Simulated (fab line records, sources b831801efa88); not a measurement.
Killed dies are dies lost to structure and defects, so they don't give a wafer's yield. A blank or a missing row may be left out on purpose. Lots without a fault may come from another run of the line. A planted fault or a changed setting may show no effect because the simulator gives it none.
One fault seen from 2 desks | flow sky130 | each desk has only its own numbers; what lay behind them comes last

THE METROLOGY DESK
What the gauges read, lot by lot, whatever tool the lot ran on: means of the sampled wafers that have a number. A lot is out of limits, marked OUT, if its mean lies more than 4 standard deviations from the usual mean; the brackets give that distance.
Columns: A = NWELL_OXIDATION_THK at SKY_NWELL_THK_MEAS_02, usual 9.90 nm; B = DNWELL_TW at SKY_DNWELL_TW_MEAS_09, usual 1119; C = NWELL_00_OVL at SKY_NWELL_OVL_MEAS_10, usual -0.3 nm; D = VT_ADJUST_HVTR_OVL at SKY_VT_ADJUST_HVTR_OVL_MEAS_08, usual -0.2 nm
lot  | first seen here | A     | B    | C                       | D
L677 | day 2 11:35     | 10.13 | 1127 | -0.1                    | 2.4
L683 | day 3 23:31     | 9.90  | 1123 | -1.9                    | -1.4
L684 | day 4 06:20     | 9.84  | 1123 | 2.6                     | -0.3
L685 | day 4 06:20     | 9.78  | 1124 | -0.7                    | 1.3
L686 | day 4 11:59     | 10.14 | 1102 | -0.8                    | -0.6
L688 | day 5 00:29     | 9.83  | 1129 | -0.3                    | -1.2
L689 | day 5 04:55     | 9.49  | 1106 | 0.8                     | -1.7
L690 | day 5 11:55     | 9.93  | 1104 | 156.8 (+99 or more) OUT | 0.1
L691 | day 5 14:52     | 9.75  | 1100 | 156.0 (+99 or more) OUT | -2.6
L692 | day 5 18:49     | 9.94  | 1121 | -2.4                    | -0.8
L693 | day 5 22:53     | 9.92  | 1133 | 156.3 (+99 or more) OUT | -1.2
L694 | day 6 04:49     | 9.89  | 1118 | -0.3                    | -0.5
L700 | day 7 10:07     | 9.68  | 1123 | -0.5                    | 0.1
This desk's finding: out of limits on L690, L691, L693; first on L690, day 7 21:49 (NWELL_00_OVL at SKY_NWELL_OVL_MEAS_10). In limits: L677, L683, L684, L685, L686, L688, L689, L692, L694, L700.

THE TOOL OWNER'S DESK: iline_stepper-02
The tool's own readings at SKY_NWELL_EXPOSE_07 (exposes mask NWM, target cd 840 nm): means of the sampled wafers that have a number, for each lot that ran on this tool. A lot is out of limits, marked OUT, if its mean lies more than 4 standard deviations from the usual mean; the brackets give that distance.
Columns: A = stage_vel_mm_s at SKY_NWELL_EXPOSE_07, usual 499.95 mm/s
lot  | first seen here | A
L677 | day 4 02:43     | 499.96
L683 | day 5 18:25     | 500.35
L684 | day 6 01:48     | 499.60
L685 | day 6 02:26     | 499.91
L686 | day 6 09:07     | 500.04
L688 | day 6 22:15     | 500.21
L690 | day 7 12:19     | 500.19
L691 | day 7 14:32     | 500.17
L693 | day 8 00:22     | 499.81
This desk's finding: nothing out of limits on any of the 9 lots.

PUT TOGETHER
The metrology desk could have raised an alarm at day 7 21:49, on L690, L691, L693.
The tool owner's desk saw nothing out of limits.
The tool owner's desk has L690, L691, L693 on record, within its limits.
Of the lots named, all ran SKY_NWELL_EXPOSE_07 on iline_stepper-02.

WHAT THE SIMULATOR HAD PUT IN
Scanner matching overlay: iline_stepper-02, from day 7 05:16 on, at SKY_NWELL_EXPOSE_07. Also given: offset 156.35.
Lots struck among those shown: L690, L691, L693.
Hours from the fault's start to each desk's first reading out of limits: the metrology desk, 17.
